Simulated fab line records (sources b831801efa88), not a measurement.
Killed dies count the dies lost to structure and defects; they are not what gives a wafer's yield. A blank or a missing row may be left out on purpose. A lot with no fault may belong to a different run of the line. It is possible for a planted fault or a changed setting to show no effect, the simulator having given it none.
fab line records	flow sky130
[record] lots = 13	wafers = 39	last_day = 49
route steps=708 shown VT_ADJUST_HVTP@95 VIA4@657 PASSIVATION@681 PAD_OPEN@708
lots that met no fault: from a run of the same line without faults
start_h: start of the lot's first displayed wafer, in hours after the record's first day	wait_h: how many hours have passed since the lot's step before this one	" repeats the value in the row above	L1.1+2: a single row standing in for several wafers	- no value, or no start given	* or withheld: withheld	< > ~ a bound
route shown NAME@n: NAME is a module with steps in the file, n the number in the route of the first one	usual: mean/standard deviation taken from wafers without a fault	same: alike in all rows	chamber/n: place in a boat	sites: the reading at each site	_std_site: the values' standard deviation	_edge_site: the outer-site mean with the inner-site mean subtracted	radius_mm: for every site, how far away it sits from the centre of the wafer	mask NAME#n: copy n	behind: the tool/chamber that last shaped the wafer	hold: why the lot was held/for how many hours/how that ended	device: names the non-switching transistor (n, p or np)	end of line: at the end of the route, the tests of the same wafers	a step with no rows: only its recipe	killed: not the wafer's yield, but the dies lost to structure and defects at the first sort	map: per-die view of a wafer (x killed, . not killed, _ where there is no die)
set.NAME: the setting the step ran with; set.NAME@STEP: the setting that earlier step ran with	model.NAME: the simulator's own value behind a step, which no gauge read
steps of the route over a sample of lots; a table a step, a row a wafer
services: a tool's chamber out of use, with start hour (start_h, from the record's first day; less than 0 if before it), hours out, and reason
[[steps]]
[step SKY_VT_ADJUST_HVTP_STRIP_10]
[recipe] chemistry = O2/N2	power_w = 1400	pressure_mtorr = 1500	platen_temp_c = withheld	o2_flow_sccm = 3000	n2_flow_sccm = 300	overash_fraction = 0.5
[usual] drypump_motor_current_A = 5.5/0.41	oes_product_au = 0.716/0.0046	strip_time_to_endpoint_s = 14.16/0.033
lot.wafer	tool	chamber	start_h	wait_h	drypump_motor_current_A	oes_product_au	rf_hours_counter_h	strip_time_to_endpoint_s
L611.2	plasma_asher-04	0	128.58	0.1	5.2	0.709	26	14.17
L611.3	"	0	"	"	5.1	0.718	-	14.15
L611.6	"	1	"	"	5.3	0.714	-	14.15
L613.1	plasma_asher-01	1	137.18	0.1	5.5	0.715	48	14.08
L613.3	"	0	"	"	4.8	0.722	-	14.13
L613.4	"	1	"	"	5.5	0.714	-	14.17
L615.1	plasma_asher-03	1	152.28	0.1	5.9	0.711	48	14.14
L615.3	"	1	"	"	5.9	0.714	-	14.13
L615.4	"	0	"	"	6.0	0.711	-	14.13
L616.2	plasma_asher-04	0	156.43	0.1	5.1	0.709	29	14.17
L616.4	"	1	"	"	5.3	0.712	-	14.16
L616.6	"	1	"	"	5.3	0.715	-	14.19
L617.4	plasma_asher-01	1	160.91	0.1	5.5	0.713	-	14.18
L617.5	"	0	"	"	4.8	0.716	-	14.16
L617.6	"	1	"	"	5.4	0.708	-	14.12
L618.2	plasma_asher-01	0	164.76	0.1	4.8	0.711	51	14.18
L618.3	"	0	"	"	4.8	0.716	-	14.20
L618.6	"	0	"	"	4.8	0.711	-	14.17
L619.1	plasma_asher-03	0	169.83	0.1	6.0	0.718	50	14.18
L619.3	"	1	"	"	5.9	0.719	-	14.16
L619.5	"	1	"	"	5.9	0.718	-	14.15
L620.1	plasma_asher-03	1	178.36	0.1	5.8	0.717	50	14.16
L620.2	"	0	"	"	6.0	0.719	50	14.15
L620.3	"	0	"	"	6.0	0.715	-	14.14
L622.2	plasma_asher-03	0	191.63	0.1	6.0	0.707	52	14.17
L622.5	"	0	"	"	6.0	0.714	-	14.14
L622.6	"	1	"	"	5.9	0.721	-	14.18
L623.2	plasma_asher-03	0	197.58	0.1	6.0	0.716	52	14.23
L623.3	"	0	"	"	6.0	0.717	-	14.20
L623.6	"	0	"	"	6.0	0.715	-	14.21
L627.1	plasma_asher-03	0	222.53	0.1	6.0	0.721	55	14.18
L627.2	"	1	"	"	5.8	0.722	55	14.15
L627.4	"	0	"	"	6.0	0.717	-	14.14
L629.1	plasma_asher-03	1	237.38	0.1	5.9	0.715	57	14.10
L629.4	"	0	"	"	6.0	0.716	-	14.21
L629.6	"	1	"	"	5.9	0.712	-	14.15
L630.1	plasma_asher-01	1	239.91	0.1	5.4	0.719	59	14.21
L630.5	"	0	"	"	4.8	0.718	-	14.17
L630.6	"	1	"	"	5.4	0.718	-	14.17
[step SKY_VIA4_CVD_18]
[recipe] material = W	target_thk_nm = 505	time_s = 152.14	temp_c = 400	pressure_torr = 40
[usual] heater_power_w = 896/77
lot.wafer	tool	chamber	start_h	wait_h	heater_power_w
L611.2	cvd_w-02	1	1010.73	0.0	822
L611.3	"	1	"	"	853
L611.6	"	0	"	"	854
L613.1	cvd_w-02	0	1020.03	0.0	890
L613.3	"	1	"	"	857
L613.4	"	0	"	"	863
L615.1	cvd_w-01	0	1034.83	0.0	827
L615.3	"	0	"	"	831
L615.4	"	1	"	"	1043
L616.2	cvd_w-01	0	1040.39	0.0	835
L616.4	"	0	"	"	835
L616.6	"	0	"	"	839
L617.4	cvd_w-01	1	1045.27	0.1	1010
L617.5	"	1	"	"	1041
L617.6	"	0	"	"	840
L618.2	cvd_w-01	1	1053.28	0.0	1025
L618.3	"	1	"	"	1000
L618.6	"	0	"	"	831
L619.1	cvd_w-02	0	1057.37	0.0	871
L619.3	"	1	"	"	852
L619.5	"	0	"	"	863
L620.1	cvd_w-01	0	1065.38	0.0	839
L620.2	"	0	"	"	829
L620.3	"	0	"	"	833
L623.2	cvd_w-01	1	1084.64	0.0	1039
L623.3	"	0	"	"	845
L623.6	"	0	"	"	828
L622.2	cvd_w-01	1	1084.94	0.0	1006
L622.5	"	1	"	"	1060
L622.6	"	0	"	"	839
L627.1	cvd_w-01	1	1105.90	0.0	1037
L627.2	"	1	"	"	1014
L627.4	"	1	"	"	1018
L629.1	cvd_w-02	1	1120.02	0.0	848
L629.4	"	1	"	"	848
L629.6	"	0	"	"	866
L630.1	cvd_w-02	1	1122.68	0.0	879
L630.5	"	0	"	"	877
L630.6	"	1	"	"	850
[step SKY_VIA4_THK_MEAS_20]
[recipe] thk_meas_gauge = xrf	reads = W_of_VIA4_CVD_18
[usual] VIA4_W_THK = 489/5.6
lot.wafer	tool	chamber	start_h	wait_h	VIA4_W_THK[nm]
L611.2	film_metro-04	-	1011.01	0.1	490
L611.3	"	-	"	"	488
L611.6	"	-	"	"	487
L613.1	film_metro-03	-	1020.30	0.1	487
L613.3	"	-	"	"	491
L613.4	"	-	"	"	490
L615.1	film_metro-02	-	1035.10	0.1	493
L615.3	"	-	"	"	497
L615.4	"	-	"	"	490
L616.2	film_metro-02	-	1040.67	0.1	498
L616.4	"	-	"	"	490
L616.6	"	-	"	"	493
L617.4	film_metro-04	-	1045.52	0.1	494
L617.5	"	-	"	"	499
L617.6	"	-	"	"	496
L618.2	film_metro-02	-	1053.57	0.1	487
L618.3	"	-	"	"	484
L618.6	"	-	"	"	494
L619.1	film_metro-04	-	1057.64	0.1	480
L619.3	"	-	"	"	482
L619.5	"	-	"	"	477
L620.1	film_metro-04	-	1065.80	0.1	498
L620.2	"	-	"	"	491
L620.3	"	-	"	"	491
L623.2	film_metro-03	-	1084.92	0.1	477
L623.3	"	-	"	"	486
L623.6	"	-	"	"	480
L622.2	film_metro-02	-	1085.22	0.1	492
L622.5	"	-	"	"	489
L622.6	"	-	"	"	494
L627.1	film_metro-03	-	1106.32	0.1	488
L627.2	"	-	"	"	483
L627.4	"	-	"	"	481
L629.1	film_metro-03	-	1120.29	0.1	496
L629.4	"	-	"	"	488
L629.6	"	-	"	"	492
L630.1	film_metro-03	-	1122.95	0.1	489
L630.5	"	-	"	"	492
L630.6	"	-	"	"	485
[step SKY_PASSIVATION_CVD_00]
[recipe] material = SiO2	target_thk_nm = 90	temp_c = 400	time_s = withheld	rf_w = 600
[usual] heater_power_w = 659/110
lot.wafer	tool	chamber	start_h	wait_h	heater_power_w
L611.2	pecvd-04	0	1035.51	0.0	529
L611.3	"	2	"	"	544
L611.6	"	0	"	"	538
L613.1	pecvd-03	2	1044.08	0.0	717
L613.3	"	0	"	"	606
L613.4	"	1	"	"	864
L615.1	pecvd-01	2	1057.92	0.0	564
L615.3	"	0	"	"	590
L615.4	"	0	"	"	606
L616.2	pecvd-01	0	1064.05	0.0	509
L616.4	"	0	"	"	533
L616.6	"	1	"	"	847
L617.4	pecvd-01	1	1068.75	0.0	799
L617.5	"	0	"	"	600
L617.6	"	2	"	"	654
L618.2	pecvd-03	2	1076.58	0.0	611
L618.3	"	1	"	"	785
L618.6	"	1	"	"	807
L619.1	pecvd-03	0	1081.16	0.0	644
L619.3	"	1	"	"	841
L619.5	"	2	"	"	681
L620.1	pecvd-01	1	1088.54	0.0	726
L620.2	"	0	"	"	480
L620.3	"	2	"	"	533
L623.2	pecvd-01	0	1106.68	0.0	600
L623.3	"	1	"	"	737
L623.6	"	2	"	"	646
L622.2	pecvd-03	1	1107.58	0.0	735
L622.5	"	1	"	"	752
L622.6	"	2	"	"	619
L627.1	pecvd-03	2	1126.93	0.0	710
L627.2	"	1	"	"	873
L627.4	"	2	"	"	722
L629.1	pecvd-04	2	1140.50	0.0	511
L629.4	"	0	"	"	526
L629.6	"	1	"	"	706
L630.1	pecvd-04	2	1143.44	0.0	546
L630.5	"	2	"	"	544
L630.6	"	1	"	"	635
[step SKY_PAD_OPEN_PROBE_99]
[usual] killed_at_M0_to_M3 = 44/6.8	killed_at_M4_up = 3.4/2	killed_at_contacts = 24/5.2	killed_at_front_end = 15/5.2	killed_at_other = 0.2/0.46	killed_dies = 87/9.8	killed_open = 47/7.5	killed_short = 39/6.8
[same] gross_dies = 492	killed_at_back_side = 0
lot.wafer	tool	chamber	start_h	wait_h	killed_at_M0_to_M3	killed_at_M4_up	killed_at_contacts	killed_at_front_end	killed_at_other	killed_dies	killed_open	killed_short
L616.2	prober-01	-	1107.27	0.1	55	4	32	16	1	108	57	51
L616.4	prober-01	-	1107.37	0.2	39	5	24	11	0	79	46	33
L616.6	prober-01	-	1107.47	0.2	41	2	26	24	0	93	48	45
L617.4	prober-02	-	1113.49	0.2	30	2	27	11	0	70	36	34
L617.5	prober-02	-	1113.54	0.2	39	5	23	15	0	82	40	42
L617.6	prober-02	-	1113.59	0.2	47	8	19	19	0	93	52	41
L629.1	prober-02	-	1178.35	0.1	48	1	19	16	1	85	57	28
L629.4	prober-02	-	1178.50	0.2	33	2	28	39	1	103	49	30
L629.6	prober-02	-	1178.60	0.2	31	4	13	12	0	60	32	28
L630.1	prober-01	-	1180.74	0.1	40	3	34	19	0	96	67	29
L630.5	prober-01	-	1180.94	0.2	41	4	29	5	0	79	36	43
L630.6	prober-01	-	1180.99	0.2	42	5	16	7	0	70	37	33
// killed by level:class
L616.2 VIA1:geometric_particle:open=11 CONTACT:geometric_particle:open=10 VIA1:geometric_particle:short=10 LI_CONTACT:geometric_particle:open=8 VIA3:geometric_particle:open=7 VIA2:geometric_particle:short=6 LOCAL_INTERCONNECT:geometric_particle:short=5 CONTACT:geometric_particle:short=5
L616.4 VIA1:geometric_particle:open=10 LI_CONTACT:geometric_particle:open=10 VIA3:geometric_particle:open=8 CONTACT:geometric_particle:open=8 VIA1:geometric_particle:short=6 METAL1:geometric_particle:short=5 FIELD_ISO:geometric_particle:open=4 POLY_GATE:geometric_particle:short=3
L616.6 POLY_GATE:geometric_particle:open=7 LI_CONTACT:geometric_particle:open=7 METAL2:geometric_particle:short=7 CONTACT:geometric_particle:short=6 VIA1:geometric_particle:open=6 VIA2:geometric_particle:open=6 FIELD_ISO:geometric_particle:open=5 LOCAL_INTERCONNECT:geometric_particle:short=5
L617.4 CONTACT:geometric_particle:open=9 LI_CONTACT:geometric_particle:open=8 FIELD_ISO:geometric_particle:short=7 VIA3:geometric_particle:open=6 VIA2:geometric_particle:short=5 LI_CONTACT:geometric_particle:short=4 LOCAL_INTERCONNECT:geometric_particle:short=4 METAL1:geometric_particle:short=4
L617.5 VIA1:geometric_particle:open=12 CONTACT:geometric_particle:open=8 CONTACT:geometric_particle:short=7 METAL2:geometric_particle:short=7 FIELD_ISO:geometric_particle:short=5 FIELD_ISO:geometric_particle:open=5 LOCAL_INTERCONNECT:geometric_particle:short=4 VIA2:geometric_particle:open=4
L617.6 VIA3:geometric_particle:open=10 CONTACT:geometric_particle:open=9 FIELD_ISO:geometric_particle:short=8 VIA1:geometric_particle:open=8 METAL1:geometric_particle:short=6 FIELD_ISO:geometric_particle:open=5 LI_CONTACT:geometric_particle:open=5 METAL4:geometric_particle:short=5
L629.1 VIA1:geometric_particle:open=14 VIA3:geometric_particle:open=11 CONTACT:geometric_particle:open=10 VIA2:geometric_particle:open=5 POLY_GATE:geometric_particle:short=5 POLY_GATE:geometric_particle:open=5 METAL3:geometric_particle:short=5 LI_CONTACT:geometric_particle:open=5
L629.4 VT_ADJUST_HVTP:unspecified=24 CONTACT:geometric_particle:open=11 VIA1:geometric_particle:open=10 LI_CONTACT:geometric_particle:open=9 METAL2:geometric_particle:short=5 VIA3:geometric_particle:open=5 FIELD_ISO:geometric_particle:open=4 CONTACT:geometric_particle:short=4
L629.6 VIA1:geometric_particle:open=11 METAL2:geometric_particle:short=5 CONTACT:geometric_particle:open=4 LI_CONTACT:geometric_particle:open=4 METAL3:geometric_particle:short=3 METAL4:geometric_particle:short=3 LI_CONTACT:geometric_particle:short=2 FIELD_ISO:geometric_particle:open=2
L630.1 CONTACT:geometric_particle:open=14 VIA2:geometric_particle:open=9 LI_CONTACT:geometric_particle:open=8 VIA1:geometric_particle:open=8 VIA3:geometric_particle:open=8 FIELD_ISO:geometric_particle:open=7 POLY_GATE:geometric_particle:open=6 METAL1:geometric_particle:short=5
L630.5 CONTACT:geometric_particle:open=12 CONTACT:geometric_particle:short=11 METAL2:geometric_particle:short=11 VIA1:geometric_particle:open=10 VIA3:geometric_particle:open=5 METAL4:geometric_particle:short=4 FIELD_ISO:geometric_particle:short=3 LI_CONTACT:geometric_particle:open=3
L630.6 VIA1:geometric_particle:open=12 METAL1:geometric_particle:short=9 CONTACT:geometric_particle:open=8 METAL4:geometric_particle:short=5 VIA1:geometric_particle:short=5 LI_CONTACT:geometric_particle:open=4 VIA2:geometric_particle:open=4 VIA3:geometric_particle:open=4
[[services]]
tool	chamber	start_h	hours	kind
cvd_w-01	-	149.07	1.2	repair
cvd_w-01	0	157.63	2.8	repair
cvd_w-01	-	190.91	6.9	pm
pecvd-01	2	265.28	22.0	repair
pecvd-03	2	280.61	8.9	repair
cvd_w-01	1	288.86	2.8	repair
pecvd-03	-	305.45	1.0	repair
plasma_asher-03	-	335.55	28.1	pm
cvd_w-01	0	381.68	10.3	repair
cvd_w-02	-	387.00	0.3	repair
cvd_w-01	-	390.00	14.0	pm
cvd_w-02	0	411.74	21.4	repair
cvd_w-01	-	472.51	1.6	repair
cvd_w-01	0	510.12	10.8	repair
cvd_w-01	-	533.14	4.8	repair
cvd_w-01	0	557.56	14.0	repair
cvd_w-01	1	586.44	1.3	repair
cvd_w-01	-	638.47	8.6	repair
cvd_w-01	1	674.14	14.2	repair
plasma_asher-03	-	733.75	9.0	pm
plasma_asher-03	-	937.74	2.8	pm
cvd_w-01	1	1056.72	15.2	repair
cvd_w-01	-	1095.81	2.8	pm
cvd_w-01	0	1105.88	8.6	repair
[[key]]
[first_sign] step = SKY_PAD_OPEN_PROBE_99	reading = killed_at_front_end	direction = up	sigmas = 4.6	usual = 15	struck = 39
effect none on later readings
met_at SKY_VT_ADJUST_HVTP_STRIP_10
struck_lots L629
struck_wafers L629.4
tester_left_out L629
not_acting_at SKY_VIA4_CVD_18,SKY_VIA4_THK_MEAS_20,SKY_PASSIVATION_CVD_00
onset_between 222.53 237.38
[fault] kind = chamber_particle_source	tool = plasma_asher-03	chamber = 0	onset_h = 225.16	steps = SKY_VT_ADJUST_HVTP_STRIP_10	rate_per_visit_cm2 = 1.7062	end_h = 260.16
// tester_left_out: of these lots the tester's yield and bins aren't shown, on N5 and GAA mostly nor the transistor test; their killed dies are dies lost to structure and defects alone, not to doping, threshold or leakage, so they don't give the yield
